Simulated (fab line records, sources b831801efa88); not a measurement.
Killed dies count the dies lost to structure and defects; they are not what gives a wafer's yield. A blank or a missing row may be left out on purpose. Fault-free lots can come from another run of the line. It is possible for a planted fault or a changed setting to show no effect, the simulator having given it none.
Which tool is to blame? | flow sky130 | 36 wafers from 12 lots sampled at 2 of the route's 708 steps

== WHAT THE GAUGES SHOWED, per wafer ==
SKY_CAP2M_THK_MEAS_01. Usual: CAP2M_CVD_00_THK 15.49 nm, standard deviation 0.25.
lot  | measured     | on            | CAP2M_CVD_00_THK (nm) | flag
L109 | day 39 21:07 | film-metro-03 | 15.11 15.63 15.67     |
L110 | day 40 09:16 | film-metro-03 | 15.68 15.21 15.54     |
L112 | day 41 03:13 | film-metro-02 | 15.79 15.33 15.76     |
L113 | day 41 10:07 | film-metro-02 | 15.34 15.10 15.38     |
L114 | day 41 08:48 | film-metro-01 | 15.24 15.61 15.67     |
L116 | day 42 14:28 | film-metro-02 | 15.49 15.24 15.53     |
L119 | day 43 04:35 | film-metro-01 | 15.47 15.99 15.53     |
L120 | day 43 05:48 | film-metro-03 | 15.35 15.02 15.31     |
L122 | day 43 21:43 | film-metro-02 | 15.46 15.63 15.58     |
L123 | day 44 00:10 | film-metro-03 | 15.75 15.91 15.39     |
L124 | day 44 05:49 | film-metro-01 | 15.51 15.33 15.58     |
L131 | day 45 23:07 | film-metro-03 | 15.84 16.09 15.61     |

== WHAT TOOL EACH LOT RAN ON (gives the tool, then ch and the chambers of the sampled wafers, and finally the start) ==
lot  | SKY_VT_ADJUST_NCORE_STRIP_10
L109 | plasma-asher-01 ch 0,1, day 8 21:10
L110 | plasma-asher-03 ch 0,1, day 9 02:52
L112 | plasma-asher-03 ch 0,1, day 9 19:59
L113 | plasma-asher-01 ch 0,1, day 10 02:41
L114 | plasma-asher-02 ch 0,1, day 10 03:34
L116 | plasma-asher-02 ch 0,1, day 11 05:28
L119 | plasma-asher-01 ch 0,1, day 12 01:19
L120 | plasma-asher-01 ch 0,1, day 12 05:13
L122 | plasma-asher-01 ch 0,1, day 12 17:28
L123 | plasma-asher-03 ch 0,1, day 12 20:51
L124 | plasma-asher-01 ch 0,1, day 13 08:16
L131 | plasma-asher-01 ch 0,1, day 15 06:34
- SKY_VT_ADJUST_NCORE_STRIP_10: strips in O2/N2.

== AS READ BY THE TOOLS THEMSELVES (means over the sampled wafers that have a number; for cases with no such wafer, the mark the record gives instead) ==
SKY_VT_ADJUST_NCORE_STRIP_10. Usual: drypump-motor-current-A 5.8 A, standard deviation 0.41; oes-product-au 0.716 a.u., standard deviation 0.0048; strip-time-to-endpoint-s 14.19 s, standard deviation 0.036.
lot  | tool            | drypump-motor-current-A (A) | oes-product-au (a.u.) | strip-time-to-endpoint-s (s) | flag
L109 | plasma-asher-01 | 6.1                         | 0.716                 | 14.20                        |
L110 | plasma-asher-03 | 5.9                         | 0.719                 | 14.20                        |
L112 | plasma-asher-03 | 6.0                         | 0.718                 | 14.18                        |
L113 | plasma-asher-01 | 5.8                         | 0.720                 | 14.22                        |
L114 | plasma-asher-02 | 5.1                         | 0.717                 | 14.25                        |
L116 | plasma-asher-02 | 5.1                         | 0.719                 | 14.21                        |
L119 | plasma-asher-01 | 6.1                         | 0.715                 | 14.24                        |
L120 | plasma-asher-01 | 6.1                         | 0.715                 | 14.21                        |
L122 | plasma-asher-01 | 5.8                         | 0.721                 | 14.20                        |
L123 | plasma-asher-03 | 6.0                         | 0.714                 | 14.15                        |
L124 | plasma-asher-01 | 6.1                         | 0.714                 | 14.22                        |
L131 | plasma-asher-01 | 5.9                         | 0.721                 | 14.14                        |

== THE ANSWER, worked out from the rows above alone ==
Rule: lot off if the mean of its wafers having a number is beyond 3 standard deviations from the usual mean. A lot without any number at a reading at which 4 lots or more have one is off too. Where the step has rows for the other lots, those lots are counted as sound. First the gauges in route order, then the tools' own readings, where a lot's mean is used as printed above. At the first step where some lot is off, the reading lying furthest off is the one used; lots without a number count as furthest.
No lot is off at any reading shown: from this, nothing can be told.

== WHAT THE SIMULATOR PUT IN ==
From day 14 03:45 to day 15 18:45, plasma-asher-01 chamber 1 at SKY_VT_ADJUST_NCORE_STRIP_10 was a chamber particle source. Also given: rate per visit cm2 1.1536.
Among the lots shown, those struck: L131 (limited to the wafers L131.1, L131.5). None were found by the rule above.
